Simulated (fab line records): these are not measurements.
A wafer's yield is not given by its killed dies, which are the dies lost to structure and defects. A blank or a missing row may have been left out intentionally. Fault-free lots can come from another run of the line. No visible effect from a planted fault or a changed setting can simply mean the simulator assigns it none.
Comparing a struck lot with a sound one	flow gf180mcu	14 out of 602 route steps
Sound: the wafers L303.2, L303.3, L303.4. Struck: wafers L317.3, L317.4, L317.6. The cause is named last.
For every step that has rows: the tool of each side, followed by ch and its chambers, followed by its first start. Under that, the readings that differ: sound wafers	struck wafers	difference of the means	sigmas: that difference in standard deviations of wafers without a fault.
alike: words and numbers the same on both sides, and readings whose means are apart by under 2 such deviations; not compared: readings that were withheld, readings missing a value for some wafer, numbers with overlapping values and no deviation given by the record, and bounds like >300 which may hide the same value.
Wherever a step has rows on one side only, a row that says differs or no value, or a row with sigmas, the two part there. When numbers do not overlap yet have no deviation, they are printed without sigmas and do not part them. A reading missing from all wafers of one side parts the sides only when that side holds two or more wafers.

first, 4 steps without rows for these wafers: GF_V3_SOFTBAKE_10 (time 60 s); GF_V3_EXPOSE_11 (exposes mask Via3, target cd 260 nm); GF_V3_PEB_12 (peb time 90 s); GF_V3_DEVELOP_13 (develop time 60 s).
GF_V3_CD_MEAS_14: the cd target is 260 nm.
  sound on cdSem-01, day 22 23:41; struck on cdSem-01, day 27 16:39
  alike: cdNm
GF_V3_OVL_MEAS_15:
  sound on overlay-01, day 22 23:47; struck on overlay-02, day 27 16:44
  alike: V3_OVL
GF_V3_ETCH_16: etches BARC in N2/H2.
  sound on rieDiel-01 ch 0,2,3, day 22 23:49; struck on rieDiel-02 ch 0,1,2, day 27 16:46
  alike: drypumpMotorCurrentA, oesProductAu, throttleValvePct
GF_V3_ETCH_17: etches SiO2 in C4F8/O2/Ar, stops on TiN, target depth 635 nm.
  sound on rieDiel-01 ch 0,2,3; struck on rieDiel-02 ch 0,1,2
  alike: oesProductAu
GF_V3_STRIP_18: strips in O2/N2.
  sound on plasmaAsher-02 ch 0,1, day 22 23:57; struck on plasmaAsher-02 ch 0,1, day 27 16:56
  alike: drypumpMotorCurrentA, heaterPowerW, oesProductAu
  not compared: rfHoursCounterH
then, 2 steps without rows for these wafers: GF_V3_STRIP_19 (strips in post etch residue remover, time 1200 s); GF_V3_CLEAN_20 (cleans in DIW).
GF_V3_SPUTTER_21: material Ti, target thk 15 nm, time 80.02 s.
  sound on pvdSputter-03, day 23 00:30; struck on pvdSputter-02, day 27 17:26
  alike: cathodeDcPowerW, chamberPressurePa, throttleValvePct
GF_V3_SPUTTER_22: material TiN, target thk 10 nm, time 40 s.
  sound on pvdSputter-03, day 23 00:34; struck on pvdSputter-02, day 27 17:29
  no value came back on the struck wafers for cathodeDcPowerW (W), chamberPressurePa (Pa), throttleValvePct (%); on the sound wafers cathodeDcPowerW (W) reads 4000.6 3999.6 4000.2
GF_V3_CVD_23: deposits W, target thk 350 nm, time 104.9 s.
  sound on cvdW-02 ch 0,1, day 23 00:36; struck on cvdW-01 ch 0,1, day 27 17:34
  alike: heaterPowerW

== WHERE THEY PART ==
Only at GF_V3_SPUTTER_22, within this record. Later steps at which nothing parts them and some readings are alike: GF_V3_CVD_23.

WHY: whatever the simulator had introduced
Entire step skipped (pvdSputter-02, GF_V3_SPUTTER_22), from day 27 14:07 onward. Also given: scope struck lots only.
